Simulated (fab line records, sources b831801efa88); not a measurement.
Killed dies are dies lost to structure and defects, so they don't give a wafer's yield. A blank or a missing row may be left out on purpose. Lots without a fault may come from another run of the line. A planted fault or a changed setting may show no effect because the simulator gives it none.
fab line records | flow sky130
record lots=13 wafers=39 last_day=50
route steps=708 shown LOCAL_INTERCONNECT@389 CONTACT@422 METAL1@436 VIA1@472
lots that met no fault: from a run of the same line without faults
start_h: hours from the record's first day to the start of the lot's first wafer shown | wait_h: hours since the lot's step before | " the same as in the row above | L1.1+2: a row that stands for several wafers | - no value, or no start given | * or withheld: withheld | < > ~ a bound
route shown NAME@n: a module of which the file shows steps, and the number in the route of the first | usual: mean/standard deviation of fault-free wafers | same: alike in all rows | chamber/n: place in a boat | sites: the reading at each site | _std_site: their standard deviation | _edge_site: outer sites' mean less inner sites' | radius_mm: how far each site lies from the wafer's centre | mask NAME#n: copy n | behind: the tool/chamber that last shaped the wafer | hold: why the lot was held/for how many hours/how that ended | device: the transistor (n, p or np) that didn't switch | end of line: the same wafers' tests at the end of the route | a step without rows: its recipe alone | killed: dies lost to structure and defects at the first sort, not the wafer's yield | map: a wafer's dies, x killed, . not, _ none there
set.NAME: the setting as run; set.NAME@STEP: as run at that earlier step | model.NAME: the simulator's own value behind a step, which no gauge read
steps of the route over a sample of lots; a table a step, a row a wafer
services: from which hour (start_h, from the record's first day; less than 0 if before it) a tool's chamber was out of use, for how many hours, and why
## steps
# step SKY_LOCAL_INTERCONNECT_THK_MEAS_02
# recipe thk_meas_gauge=xrf reads=TiN_of_LOCAL_INTERCONNECT_SPUTTER_00
# usual LOCAL_INTERCONNECT_TIN_THK=101.3/1.3
# columns lot.wafer tool chamber start_h wait_h LOCAL_INTERCONNECT_TIN_THK[nm]
L930.2 film_metro-03 - 679.43 0.1 101.4
L930.3 " - " " 102.6
L930.5 " - " " 102.7
L932.3 film_metro-03 - 691.19 0.1 103.2
L932.4 " - " " 101.6
L932.6 " - " " 103.4
L933.1 film_metro-04 - 695.37 0.1 100.6
L933.3 " - " " 100.9
L933.6 " - " " 101.0
L934.1 film_metro-03 - 719.38 0.1 101.5
L934.2 " - " " 102.1
L934.5 " - " " 102.1
L935.2 film_metro-04 - 725.73 0.1 101.3
L935.3 " - " " 100.3
L935.6 " - " " 99.9
L936.1 film_metro-01 - 729.88 0.1 102.8
L936.3 " - " " 102.5
L936.4 " - " " 103.0
L937.1 film_metro-04 - 741.38 0.1 100.8
L937.2 " - " " 99.3
L937.3 " - " " 99.7
L938.3 film_metro-03 - 752.12 0.1 100.6
L938.4 " - " " 103.1
L938.5 " - " " 102.2
L939.1 film_metro-04 - 754.15 0.1 101.7
L939.4 " - " " 102.0
L939.6 " - " " 101.4
L947.4 film_metro-01 - 812.91 0.1 101.1
L947.5 " - " " 101.8
L947.6 " - " " 102.6
L950.1 film_metro-01 - 833.38 0.1 102.3
L950.2 " - " " 101.5
L950.3 " - " " 101.2
L951.3 film_metro-01 - 841.60 0.1 100.5
L951.4 " - " " 98.8
L951.5 " - " " 99.5
L952.2 film_metro-03 - 843.78 0.1 101.1
L952.4 " - " " 100.2
L952.6 " - " " 99.3
# step SKY_CONTACT_ETCH_16
# recipe chemistry=N2/H2 target=BARC ion_energy_ev=200 source_w=500 bias_w=100 pressure_mtorr=30 n2_flow_sccm=100 h2_flow_sccm=200 stop_on=SiO2 time_s=45.9 target_depth_a=600
# usual chamber_pressure_mTorr=30.001/0.027 drypump_motor_current_A=5.9/0.41 oes_product_au=0.855/0.0045 run_length_s=74.2/0.44 throttle_valve_pct=13.224/0.0083
# columns lot.wafer tool chamber start_h wait_h chamber_pressure_mTorr drypump_motor_current_A oes_product_au rf_hours_counter_h run_length_s throttle_valve_pct
L930.2 rie_diel-03 2 737.94 0.0 30.000 5.3 0.854 3 74.5 13.228
L930.3 " 0 " " 29.988 6.0 0.858 22 74.8 13.218
L930.5 " 2 " " 29.977 5.3 0.859 - 74.6 13.216
L932.3 rie_diel-03 1 748.42 0.0 29.997 5.6 0.854 31 73.2 13.219
L932.4 " 0 " " 30.015 6.1 0.853 22 74.4 13.241
L932.6 " 1 " " 29.969 5.6 0.859 - 73.1 13.235
L933.1 rie_diel-04 0 752.67 0.0 30.004 5.7 0.854 10 73.7 13.217
L933.3 " 3 " " 30.014 6.3 0.855 9 74.7 13.231
L933.6 " 2 " " 30.012 6.6 0.847 - 74.0 13.206
L934.1 rie_diel-03 0 776.12 0.0 30.012 6.1 0.862 23 74.0 13.218
L934.2 " 2 " " 30.035 5.3 0.853 4 74.5 13.223
L934.5 " 1 " " 30.024 5.6 0.849 - 73.4 13.225
L935.2 rie_diel-02 1 781.92 0.0 29.995 5.7 0.848 5 73.8 13.225
L935.3 " 2 " " 29.978 5.8 0.857 5 74.2 13.226
L935.6 " 2 " " 30.060 5.7 0.851 - 74.5 13.228
L936.1 rie_diel-03 1 785.92 0.0 30.027 5.5 0.853 32 73.1 13.225
L936.3 " 2 " " 29.979 5.3 0.855 4 74.5 13.229
L936.4 " 3 " " 29.956 6.3 0.856 12 75.1 13.230
L937.1 rie_diel-02 2 796.92 0.0 30.027 5.8 0.849 6 75.0 13.225
L937.2 " 0 " " 30.013 5.2 0.855 5 74.8 13.215
L937.3 " 1 " " 29.974 5.7 0.857 6 74.0 13.217
L938.3 rie_diel-04 2 807.11 0.0 29.957 6.6 0.853 4 74.6 13.209
L938.4 " 3 " " 29.997 6.3 0.848 11 74.6 13.212
L938.5 " 3 " " 29.961 6.3 0.855 - 74.4 13.235
L939.1 rie_diel-03 3 808.42 0.0 30.003 6.3 0.861 12 74.4 13.232
L939.4 " 1 " " 29.942 5.6 0.855 33 73.4 13.218
L939.6 " 0 " " 30.029 6.0 0.858 - 74.2 13.232
L947.4 rie_diel-02 2 866.29 0.0 30.012 5.8 0.857 - 74.2 13.233
L947.5 " 1 " " 30.006 5.7 0.860 - 74.2 13.233
L947.6 " 3 " " 30.011 5.7 0.859 - 74.4 13.240
L950.1 rie_diel-03 2 886.22 0.0 30.009 5.3 0.852 8 74.6 13.224
L950.2 " 1 " " 30.005 5.6 0.856 1 73.6 13.237
L950.3 " 3 " " 30.025 6.3 0.859 14 74.7 13.215
L951.3 rie_diel-04 2 894.89 0.0 29.988 6.6 0.854 7 74.1 13.220
L951.4 " 1 " " 30.060 6.2 0.853 4 74.6 13.226
L951.5 " 2 " " 30.027 6.6 0.851 - 74.1 13.216
L952.2 rie_diel-02 0 897.09 0.0 30.013 5.1 0.853 7 74.6 13.226
L952.4 " 2 " " 30.016 5.7 0.843 - 74.5 13.225
L952.6 " 0 " " 30.019 5.2 0.857 - 74.6 13.219
# step SKY_METAL1_SPUTTER_02
# recipe material=AlCu target_thk_nm=250 power_w=10600 time_s=13.3 chamber_pressure_pa=0.4
# usual throttle_valve_pct=30.0/0.91
# columns lot.wafer tool chamber start_h wait_h throttle_valve_pct
L930.2 pvd_sputter-02 - 739.39 0.0 28.7
L930.3 " - " " 29.5
L930.5 " - " " 30.8
L932.3 pvd_sputter-03 - 750.00 0.0 29.1
L932.4 " - " " 31.4
L932.6 " - " " 29.8
L933.1 pvd_sputter-01 - 754.11 0.0 28.6
L933.3 " - " " 29.6
L933.6 " - " " 31.3
L934.1 pvd_sputter-03 - 777.59 0.0 30.1
L934.2 " - " " 28.9
L934.5 " - " " 29.2
L935.2 pvd_sputter-03 - 783.39 0.0 31.3
L935.3 " - " " 29.4
L935.6 " - " " 28.8
L936.1 pvd_sputter-01 - 787.39 0.0 29.3
L936.3 " - " " 29.8
L936.4 " - " " 28.7
L937.1 pvd_sputter-02 - 798.35 0.0 31.1
L937.2 " - " " 28.9
L937.3 " - " " 29.3
L938.3 pvd_sputter-03 - 808.54 0.0 29.5
L938.4 " - " " 29.1
L938.5 " - " " 31.4
L939.1 pvd_sputter-01 - 809.91 0.0 28.7
L939.4 " - " " 29.5
L939.6 " - " " 30.0
L947.4 pvd_sputter-02 - 867.70 0.0 31.2
L947.5 " - " " 30.6
L947.6 " - " " 29.3
L950.1 pvd_sputter-01 - 887.65 0.0 28.9
L950.2 " - " " 30.9
L950.3 " - " " 29.4
L951.3 pvd_sputter-03 - 896.35 0.0 28.9
L951.4 " - " " 29.9
L951.5 " - " " 30.8
L952.2 pvd_sputter-01 - 898.52 0.0 28.8
L952.4 " - " " 29.8
L952.6 " - " " 30.0
# step SKY_VIA1_ETCH_14
# recipe chemistry=N2/H2 target=BARC ion_energy_ev=200 source_w=500 bias_w=100 pressure_mtorr=30 n2_flow_sccm=100 h2_flow_sccm=200 stop_on=SiO2 time_s=45.9 target_depth_a=600
# usual chamber_pressure_mTorr=29.998/0.027 drypump_motor_current_A=6.0/0.36 oes_product_au=0.855/0.0048 run_length_s=74.2/0.43 throttle_valve_pct=13.225/0.0089
# columns lot.wafer tool chamber start_h wait_h chamber_pressure_mTorr drypump_motor_current_A oes_product_au rf_hours_counter_h run_length_s throttle_valve_pct
L930.2 rie_diel-01 3 794.72 0.0 30.011 5.6 0.861 14 73.3 13.217
L930.3 " 1 " " 30.051 6.2 0.858 14 74.1 13.223
L930.5 " 1 " " 30.031 6.2 0.849 - 73.9 13.216
L932.3 rie_diel-04 1 805.84 0.0 29.949 6.3 0.849 2 74.9 13.224
L932.4 " 3 " " 30.028 6.3 0.851 11 74.4 13.228
L932.6 " 2 " " 30.046 6.6 0.852 - 74.0 13.235
L933.1 rie_diel-01 1 808.92 0.0 30.001 6.2 0.846 14 73.7 13.227
L933.3 " 3 " " 29.983 5.6 0.857 14 73.1 13.227
L933.6 " 1 " " 29.987 6.2 0.846 - 74.3 13.220
L934.1 rie_diel-04 1 832.74 0.0 29.971 6.2 0.857 2 74.2 13.235
L934.2 " 3 " " 30.017 6.3 0.862 12 74.2 13.213
L934.5 " 1 " " 30.006 6.3 0.855 - 74.9 13.223
L935.2 rie_diel-02 2 837.52 0.0 30.022 5.8 0.849 7 74.4 13.212
L935.3 " 3 " " 30.023 5.7 0.857 5 74.1 13.244
L935.6 " 3 " " 29.975 5.7 0.856 - 74.9 13.216
L936.1 rie_diel-04 2 841.47 0.0 30.009 6.6 0.854 5 74.8 13.242
L936.3 " 3 " " 29.990 6.3 0.856 12 74.1 13.226
L936.4 " 1 " " 30.017 6.2 0.859 3 74.2 13.233
L937.1 rie_diel-01 2 852.47 0.0 29.955 5.9 0.860 19 74.8 13.234
L937.2 " 1 " " 29.975 6.2 0.853 15 73.9 13.213
L937.3 " 0 " " 29.986 6.2 0.849 10 73.3 13.228
L938.3 rie_diel-01 3 862.79 0.0 30.036 5.6 0.849 15 73.8 13.225
L938.4 " 0 " " 30.016 6.2 0.859 11 73.8 13.229
L938.5 " 2 " " 29.985 6.0 0.850 - 74.6 13.246
L939.1 rie_diel-02 2 863.67 0.0 30.020 5.8 0.856 8 74.4 13.217
L939.4 " 2 " " 29.970 5.8 0.853 - 75.0 13.226
L939.6 " 1 " " 30.036 5.7 0.856 - 74.3 13.216
L947.4 rie_diel-02 1 920.84 0.0 30.042 5.7 0.999 9 64.5 13.254
L947.5 " 2 " " 29.982 5.8 0.862 - 74.3 13.232
L947.6 " 3 " " 30.007 5.7 0.861 - 74.3 13.236
L950.1 rie_diel-04 0 939.42 0.0 30.011 5.7 0.856 16 73.8 13.236
L950.2 " 1 " " 29.979 6.2 0.860 6 74.9 13.220
L950.3 " 2 " " 29.973 6.6 0.862 8 73.9 13.219
L951.3 rie_diel-01 2 949.04 0.0 29.993 6.0 0.853 21 74.9 13.223
L951.4 " 1 " " 30.004 6.2 0.854 17 74.2 13.219
L951.5 " 0 " " 30.074 6.2 0.848 - 73.5 13.218
L952.2 rie_diel-04 3 951.22 0.0 30.010 6.3 0.863 16 74.0 13.229
L952.4 " 1 " " 29.964 6.2 0.851 6 74.4 13.238
L952.6 " 0 " " 29.994 5.7 0.856 - 73.9 13.222
# step SKY_VIA1_STRIP_16
# recipe chemistry=O2/N2 power_w=1400 pressure_mtorr=1500 platen_temp_c=withheld o2_flow_sccm=3000 n2_flow_sccm=300 overash_fraction=0.5
# usual chamber_pressure_mTorr=1499.8/1.3 drypump_motor_current_A=5.6/0.5 oes_product_au=0.416/0.0052 strip_time_to_endpoint_s=4.453/0.026
# columns lot.wafer tool chamber start_h wait_h chamber_pressure_mTorr drypump_motor_current_A oes_product_au rf_hours_counter_h strip_time_to_endpoint_s
L930.2 plasma_asher-04 0 794.81 0.0 1498.0 5.3 0.424 4 4.457
L930.3 " 1 " " 1498.2 5.3 0.412 - 4.415
L930.5 " 1 " " 1501.3 5.3 0.418 - 4.426
L932.3 plasma_asher-01 0 805.96 0.1 1501.0 6.6 0.419 - 4.494
L932.4 " 1 " " 1498.6 5.4 0.414 - 4.390
L932.6 " 0 " " 1498.2 6.6 0.412 - 4.453
L933.1 plasma_asher-01 1 809.01 0.0 1502.0 5.4 0.418 67 4.460
L933.3 " 1 " " 1495.8 5.4 0.412 - 4.486
L933.6 " 1 " " 1500.9 5.4 0.418 - 4.448
L934.1 plasma_asher-04 0 832.83 0.0 1499.8 5.3 0.419 8 4.510
L934.2 " 1 " " 1499.4 5.3 0.417 8 4.466
L934.5 " 0 " " 1499.8 5.3 0.418 - 4.502
L935.2 plasma_asher-01 0 837.61 0.0 1500.1 6.6 0.413 70 4.432
L935.3 " 0 " " 1499.1 6.6 0.419 - 4.459
L935.6 " 0 " " 1500.9 6.6 0.415 - 4.459
L936.1 plasma_asher-01 0 841.56 0.0 1499.6 6.6 0.420 71 4.468
L936.3 " 0 " " 1501.0 6.6 0.414 - 4.428
L936.4 " 1 " " 1499.3 5.4 0.409 - 4.489
L937.1 plasma_asher-02 1 852.56 0.0 1498.9 5.4 0.407 42 4.496
L937.2 " 0 " " 1497.2 5.5 0.407 42 4.463
L937.3 " 1 " " 1496.5 5.4 0.414 - 4.429
L938.3 plasma_asher-04 1 862.91 0.1 1497.1 5.3 0.419 - 4.471
L938.4 " 0 " " 1501.4 5.3 0.411 - 4.405
L938.5 " 1 " " 1501.6 5.3 0.410 - 4.458
L939.1 plasma_asher-01 0 863.76 0.0 1500.5 6.6 0.410 73 4.456
L939.4 " 0 " " 1498.7 6.6 0.424 - 4.447
L939.6 " 1 " " 1499.8 5.4 0.420 - 4.444
L947.4 plasma_asher-02 0 920.96 0.1 1499.4 5.5 0.424 - 4.571
L947.5 " 0 " " 1498.1 5.5 0.411 - 4.454
L947.6 " 1 " " 1500.2 5.4 0.409 - 4.441
L950.1 plasma_asher-04 1 939.51 0.0 1498.7 5.3 0.422 19 4.447
L950.2 " 0 " " 1501.8 5.3 0.417 19 4.477
L950.3 " 0 " " 1499.7 5.3 0.406 - 4.486
L951.3 plasma_asher-01 1 949.16 0.1 1499.8 5.4 0.413 - 4.493
L951.4 " 0 " " 1501.0 6.6 0.418 - 4.473
L951.5 " 0 " " 1499.1 6.6 0.420 - 4.426
L952.2 plasma_asher-04 1 951.31 0.0 1501.4 5.3 0.416 20 4.425
L952.4 " 1 " " 1499.2 5.3 0.414 - 4.483
L952.6 " 1 " " 1500.3 5.3 0.421 - 4.438
## services
# columns tool chamber start_h hours kind
rie_diel-02 1 714.07 28.0 repair
plasma_asher-01 - 719.23 14.6 pm
rie_diel-02 - 726.06 2.4 repair
pvd_sputter-03 - 727.53 9.2 repair
plasma_asher-04 - 733.75 9.0 pm
plasma_asher-01 - 733.80 2.8 pm
rie_diel-04 1 735.42 7.6 repair
rie_diel-03 - 743.50 0.1 repair
rie_diel-03 - 758.72 2.8 pm
rie_diel-02 0 766.56 3.0 repair
rie_diel-03 - 789.53 14.6 pm
rie_diel-03 3 811.32 18.7 repair
rie_diel-02 0 837.71 29.9 repair
rie_diel-02 1 838.22 2.0 repair
rie_diel-03 - 841.62 0.8 repair
rie_diel-02 1 842.52 5.1 repair
rie_diel-02 2 859.79 1.9 repair
rie_diel-02 1 897.06 14.5 repair
rie_diel-03 - 902.65 15.6 pm
plasma_asher-01 - 904.09 1.9 repair
rie_diel-04 3 912.33 5.2 repair
plasma_asher-01 - 918.16 0.6 repair
rie_diel-02 3 927.68 4.2 repair
rie_diel-03 1 928.77 10.6 repair
## key
first_sign step=SKY_VIA1_ETCH_14 reading=oes_product_au direction=up sigmas=30 usual=0.855 struck=0.999
effect step=SKY_VIA1_ETCH_14 reading=run_length_s direction=down sigmas=23 usual=* struck=*
effect step=SKY_VIA1_STRIP_16 reading=strip_time_to_endpoint_s direction=up sigmas=4.5 usual=* struck=*
met_at SKY_VIA1_ETCH_14
struck_lots L947
struck_wafers L947.4
sort_left_out L947.4
not_acting_at SKY_LOCAL_INTERCONNECT_THK_MEAS_02,SKY_CONTACT_ETCH_16,SKY_METAL1_SPUTTER_02
onset_between 863.67 920.84
fault kind=process_parameter_drift tool=rie_diel-02 chamber=- onset_h=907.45 steps=SKY_VIA1_ETCH_14 channel=time_s offset=* shape=step end_h=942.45 scope=struck_wafers_only acts_in=* stated=*
# sort_left_out: the simulated sort isn't trusted on such a fault, so these wafers' sort isn't shown, and their yield isn't known
